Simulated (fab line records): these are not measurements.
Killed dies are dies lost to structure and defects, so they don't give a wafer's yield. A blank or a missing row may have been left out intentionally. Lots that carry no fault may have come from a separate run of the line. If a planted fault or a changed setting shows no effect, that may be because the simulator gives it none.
What tool caused it? -- flow sky130 -- 14 lots with 41 wafers sampled at 3 steps, on a route of 708 steps

WHAT EACH GAUGE READ, for each wafer
SKY_GATE_OXIDE_OVL_MEAS_10.
lot,measured,on,GATE_OXIDE_OVL (nm)
L197,day 14 18:14,overlay-01,1.4 2.7 1.6
L199,day 15 02:34,overlay-01,1.3 1.5 1.1
L198,day 15 02:52,overlay-01,0.6 1.5 1.1
L200,day 15 12:19,overlay-02,0.5 1.5 1.3
L201,day 15 15:20,overlay-01,0.6 1.3 0.7
L204,day 16 20:01,overlay-01,2.6 2.7 2.0
L205,day 17 05:06,overlay-02,3.5 3.9 3.5
L212,day 19 19:58,overlay-02,1.4 0.0 0.2
L213,day 19 20:54,overlay-02,2.0 1.5 0.0
L215,day 20 21:44,overlay-02,0.8 1.0 1.2
L217,day 21 11:55,overlay-02,3.3 1.9 2.5
L218,day 21 16:47,overlay-02,-0.2 -0.4 1.7
L219,day 22 02:30,overlay-01,-0.1 -0.4 0.3
L220,day 22 04:37,overlay-02,0.4 2.8

SKY_POLY_GATE_OVL_MEAS_14.
lot,measured,on,POLY_GATE_OVL (nm)
L197,day 17 10:53,overlay-02,-9 -4 -8
L199,day 17 16:15,overlay-01,2 2 -3
L198,day 17 19:53,overlay-01,-2 -3 0
L200,day 18 04:47,overlay-01,-3 -4 -5
L201,day 18 09:23,overlay-01,-12 -11 -7
L204,day 19 16:56,overlay-01,-5 -7 3
L205,day 20 03:51,overlay-02,-3 -1 4
L212,day 22 15:07,overlay-01,-11 -2 -4
L213,day 22 16:20,overlay-02,-1 -5 0
L215,day 23 14:40,overlay-02,0 -2 2
L217,day 24 06:37,overlay-02,2 -6 1
L218,day 24 09:30,overlay-02,7 0 -1
L219,day 24 19:23,overlay-01,-8 -10 -8
L220,day 24 20:56,overlay-02,-5 -4

SKY_POLY_GATE_CD_MEAS_22.
lot,measured,on,cd-nm (nm)
L197,day 17 12:40,cd-sem-01,155.6 148.5 149.0
L199,day 17 19:35,cd-sem-01,151.5 149.7 151.0
L198,day 17 21:55,cd-sem-01,152.7 150.4 152.0
L200,day 18 07:45,cd-sem-01,156.1 150.8 156.4
L201,day 18 11:10,cd-sem-02,150.1 150.3 148.8
L204,day 19 18:40,cd-sem-02,148.7 149.6 148.9
L205,day 20 05:50,cd-sem-01,154.5 148.1 150.7
L212,day 22 16:56,cd-sem-02,149.1 150.8 145.9
L213,day 22 18:06,cd-sem-02,147.9 150.2 150.7
L215,day 23 16:24,cd-sem-02,152.2 153.5 151.7
L217,day 24 08:23,cd-sem-01,150.7 148.3 150.6
L218,day 24 11:14,cd-sem-02,151.1 152.8 148.7
L219,day 24 21:14,cd-sem-01,148.5 152.1 148.0
L220,day 24 22:43,cd-sem-01,151.9 153.5

EACH LOT AND THE TOOL THAT RAN IT (in order: tool; ch and the chambers of the sampled wafers; start)
The record holds no process step before these readings.

WHAT THE TOOLS THEMSELVES READ (means of the sampled wafers that have a number; where no wafer has one, the mark that the record gives instead)
The record holds no such reading with a usual standard deviation.

THE ANSWER, worked out from the rows above alone
Rule: usual is defined by the lots themselves. The widest of any qualifying gaps counts: lots, ordered by their means at a reading, are off when they make up no more than a third of the lots, leave a main group of 4 or more, and stand apart from it by 3 or more times the standard deviation of that group's means. Not used: any main group whose means are identical at the precision the tables above print for the reading. A lot without any number at a reading at which 4 lots or more have one is off too. All remaining lots with rows at the step are treated as sound. Order of review: gauges by route order, followed by the tools' own readings, for which a lot's mean as printed above is used. At the first step where some lot is off, the reading lying furthest off is the one used; lots without a number count as furthest.
No lot is off at any reading shown: from this, nothing can be told.

WHAT HAD BEEN PUT IN BY THE SIMULATOR
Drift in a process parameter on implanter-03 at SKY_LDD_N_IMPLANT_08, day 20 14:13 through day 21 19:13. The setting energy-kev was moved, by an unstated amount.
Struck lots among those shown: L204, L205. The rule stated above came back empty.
